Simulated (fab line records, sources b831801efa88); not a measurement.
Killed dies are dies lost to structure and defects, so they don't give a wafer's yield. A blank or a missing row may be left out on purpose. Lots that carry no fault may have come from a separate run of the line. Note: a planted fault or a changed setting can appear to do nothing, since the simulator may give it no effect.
Matching of chambers | flow sky130 | 4 sister chambers for SKY_VIA1_ETCH_15 on rie diel-02
The step etches SiO2 in C4F8/O2/Ar, stops on TiN, target depth 351 nm, time 54 s. 8 wafers are shown with their chamber, then 9 later ones without.

== EACH WAFER AND ITS CHAMBER ==
wafer  | chamber | oes product au (a.u.)
L085.1 | 3       | 0.974
L085.2 | 0       | 0.986
L087.3 | 0       | 0.982
L087.4 | 2       | 0.978
L087.6 | 1       | 0.971
L088.1 | 2       | 0.985
L088.2 | 3       | 0.981
L088.3 | 1       | 0.983

== WAFERS MISSING THEIR CHAMBER ==
wafer  | oes product au (a.u.)
L088.4 | 0.987
L088.5 | 0.980
L088.6 | 0.977
L090.1 | 0.977
L090.3 | 0.991
L090.4 | 0.975
L095.1 | 0.985
L095.3 | 0.973
L095.6 | 0.978

== EACH ONE'S CHAMBER ==
wafer  | from the rows above               | in truth
L088.4 | can't be placed: 0 or 2 or 3 or 1 | 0
L088.5 | can't be placed: 2 or 3 or 1 or 0 | 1
L088.6 | can't be placed: 1 or 3 or 2 or 0 | 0
L090.1 | can't be placed: 1 or 3 or 2 or 0 | 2
L090.3 | can't be placed: 0 or 2 or 3 or 1 | 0
L090.4 | can't be placed: 1 or 3 or 2 or 0 | 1
L095.1 | can't be placed: 0 or 2 or 3 or 1 | 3
L095.3 | can't be placed: 1 or 3 or 2 or 0 | 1
L095.6 | can't be placed: 3 or 1 or 2 or 0 | 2
Correct placement for 0 of the 9. From these rows, 9 cannot be placed; in 9 the true chamber is one of the candidates. Placed wrongly: 0.
How it was worked out, from the rows above alone: a wafer's distance from a chamber is the root of the sum, over the readings, of the square of ((its reading less the chamber's mean) divided by the reading's scatter). If the next closest chamber is less than 2 further off than the closest, the wafer can't be placed; otherwise it belongs to the closest. For every chamber, the mean is computed from those of its wafers that are shown. The scatter: take each reading less its chamber's mean, square it, sum over the shown wafers, divide by the number of wafers less the number of chambers, and take the root.
